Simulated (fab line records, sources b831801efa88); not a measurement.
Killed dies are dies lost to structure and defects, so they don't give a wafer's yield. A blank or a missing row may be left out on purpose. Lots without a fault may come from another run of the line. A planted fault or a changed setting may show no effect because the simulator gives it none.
Which tool did it? | flow gf180mcu | 13 lots, 39 wafers sampled, at 4 steps of a route of 602

WHAT THE GAUGES READ, wafer by wafer
GF_VT_IMPLANT_RS_MEAS_48: measures by four-point-probe. Usual: LVPWELL_RS 1196 ohm/sq, standard deviation 3.7.
lot  | measured     | on            | LVPWELL_RS (ohm/sq) | flag
L474 | day 7 16:04  | film_metro-02 | 1192 1190 1194      |
L476 | day 8 05:13  | film_metro-02 | 1197 1195 1197      |
L477 | day 8 10:49  | film_metro-04 | 1198 1198 1196      |
L480 | day 9 05:41  | film_metro-04 | 1199 1200 1199      |
L482 | day 9 18:58  | film_metro-04 | 1197 1197 1200      |
L483 | day 10 01:56 | film_metro-02 | 1192 1195 1192      |
L484 | day 10 11:08 | film_metro-01 | 1188 1191 1189      |
L487 | day 11 06:53 | film_metro-04 | 1201 1196 1196      |
L488 | day 11 12:56 | film_metro-04 | 1194 1199 1195      |
L489 | day 11 21:49 | film_metro-04 | 1182 1180 1182      | OFF
L492 | day 12 16:49 | film_metro-01 | 1193 1191 1192      |
L493 | day 12 23:43 | film_metro-04 | 1183 1183 1186      | OFF
L497 | day 13 23:47 | film_metro-04 | 1194 1198 1192      |

GF_CONTACT_CD_MEAS_14: target cd 220 nm. Usual: cd_nm 219.8 nm, standard deviation 1.5.
lot  | measured     | on        | cd_nm (nm)        | flag
L474 | day 16 03:46 | cd_sem-02 | 221.9 220.8 220.5 |
L476 | day 16 18:26 | cd_sem-02 | 219.4 220.2 219.3 |
L477 | day 17 03:43 | cd_sem-02 | 218.3 219.9 220.5 |
L480 | day 18 09:40 | cd_sem-01 | 221.7 222.5 223.2 |
L482 | day 19 04:03 | cd_sem-01 | 221.3 220.8 220.7 |
L483 | day 19 17:07 | cd_sem-02 | 221.3 220.8 220.8 |
L484 | day 20 03:55 | cd_sem-01 | 217.8 219.7 219.6 |
L487 | day 21 08:43 | cd_sem-02 | 221.0 220.6 219.8 |
L488 | day 21 10:08 | cd_sem-02 | 218.8 219.8 218.1 |
L489 | day 21 23:02 | cd_sem-02 | 219.3 219.9 219.1 |
L492 | day 22 21:50 | cd_sem-02 | 219.8 219.8 220.5 |
L493 | day 23 12:37 | cd_sem-02 | 220.9 221.5 221.9 |
L497 | day 24 09:40 | cd_sem-01 | 220.8 221.2 220.0 |

GF_CONTACT_RS_MEAS_25: measures by four-point-probe. Usual: CONTACT_W_RS 0.378 ohm/sq, standard deviation 0.0059.
lot  | measured     | on            | CONTACT_W_RS (ohm/sq) | flag
L474 | day 16 04:41 | film_metro-02 | 0.383 0.384 0.386     |
L476 | day 16 19:15 | film_metro-04 | 0.384 0.379 0.384     |
L477 | day 17 04:32 | film_metro-01 | 0.382 0.373 0.382     |
L480 | day 18 10:31 | film_metro-04 | 0.381 0.373 0.381     |
L482 | day 19 04:52 | film_metro-04 | 0.373 0.382 0.375     |
L483 | day 19 17:56 | film_metro-01 | 0.369 0.374 0.376     |
L484 | day 20 04:44 | film_metro-04 | 0.367 0.368 0.378     |
L487 | day 21 09:32 | film_metro-02 | 0.389 0.385 0.380     |
L488 | day 21 10:59 | film_metro-01 | 0.373 0.387 0.371     |
L489 | day 22 00:02 | film_metro-01 | 0.371 0.369 0.372     |
L492 | day 22 22:40 | film_metro-02 | 0.381 0.367 0.375     |
L493 | day 23 13:32 | film_metro-01 | 0.370 0.373 0.383     |
L497 | day 24 10:29 | film_metro-02 | 0.372 0.372 0.380     |

WHICH TOOL RAN EACH LOT (tool, then ch and the chambers of the sampled wafers, then the start)
lot  | GF_LVPWELL_IMPLANT_09
L474 | implanter-03 ch 0, day 3 22:02
L476 | implanter-03 ch 0, day 4 10:32
L477 | implanter-03 ch 0, day 4 13:49
L480 | implanter-03 ch 0, day 5 05:20
L482 | implanter-01 ch 0, day 5 16:32
L483 | implanter-01 ch 0, day 5 22:10
L484 | implanter-03 ch 0, day 6 06:25
L487 | implanter-04 ch 0, day 6 22:54
L488 | implanter-04 ch 0, day 7 04:53
L489 | implanter-01 ch 0, day 7 11:57
L492 | implanter-03 ch 0, day 8 02:38
L493 | implanter-01 ch 0, day 8 09:45
L497 | implanter-04 ch 0, day 9 06:34
- GF_LVPWELL_IMPLANT_09

WHAT THE TOOLS THEMSELVES READ (means of the sampled wafers that have a number; where no wafer has one, the mark that the record gives instead)
GF_LVPWELL_IMPLANT_09. Usual: beam_on_s 10.02 s, standard deviation 0.22; dose_ions_cm2 4.999e+12, standard deviation 5e+09; faraday_current_uA 28.1, standard deviation 0.61.
lot  | tool         | beam_on_s (s) | dose_ions_cm2 | faraday_current_uA | flag
L474 | implanter-03 | 9.94          | 4.998e+12     | 28.5               |
L476 | implanter-03 | 9.90          | 5.003e+12     | 28.5               |
L477 | implanter-03 | 9.84          | 5.001e+12     | 28.7               |
L480 | implanter-03 | 10.09         | 5.000e+12     | 27.9               |
L482 | implanter-01 | 9.95          | 4.998e+12     | 28.3               |
L483 | implanter-01 | 9.90          | 4.999e+12     | 28.5               |
L484 | implanter-03 | 10.03         | 4.991e+12     | 28.1               |
L487 | implanter-04 | 10.04         | 4.995e+12     | 28.0               |
L488 | implanter-04 | 10.01         | 5.004e+12     | 28.2               |
L489 | implanter-01 | 10.18         | 5.385e+12     | 29.9               | OFF
L492 | implanter-03 | 10.18         | 5.004e+12     | 27.6               |
L493 | implanter-01 | 9.91          | 5.386e+12     | 30.7               | OFF
L497 | implanter-04 | 10.07         | 4.997e+12     | 28.0               |

THE ANSWER, worked out from the rows above alone
Rule: a lot is off if the mean of its wafers that have a number lies more than 3 standard deviations from the usual mean. A lot without any number at a reading at which 4 lots or more have one is off too. The other lots that the step has rows for count as sound. The gauges are gone through in route order, then the tools' own readings, and for those a lot's mean is taken as printed above. The first step at which some lot is off is used, and at that step the reading that is off furthest; a lot without a number counts as furthest.
Off: L489, L493, at GF_VT_IMPLANT_RS_MEAS_48 (LVPWELL_RS).
A tool fits if, at a process step before that reading, it ran every lot that is off, and no sound lot after the first of them. The gauges at GF_VT_IMPLANT_RS_MEAS_48 aren't tried: what is off there is off at GF_LVPWELL_IMPLANT_09 too, on other tools, and a gauge's error can't cause that. One fits: implanter-01 at GF_LVPWELL_IMPLANT_09. Its last sound lot is L483 (day 5 22:10), its first lot that is off L489 (day 7 11:57): a fault that began between those two fits.
The tool's own readings at GF_LVPWELL_IMPLANT_09 bear it out: on the lots that are off they differ by more than 5 times the standard deviation of the sound lots' means. dose_ions_cm2 reads 5.386e+12 there against 4.999e+12 on the sound lots; faraday_current_uA reads 30.3 there against 28.2 on the sound lots.

WHAT THE SIMULATOR HAD PUT IN
Process parameter drift: implanter-01, from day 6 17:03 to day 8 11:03, at GF_LVPWELL_IMPLANT_09. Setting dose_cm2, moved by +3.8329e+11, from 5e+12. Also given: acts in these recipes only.
Lots struck among those shown: L489, L493. The rule above found the same.
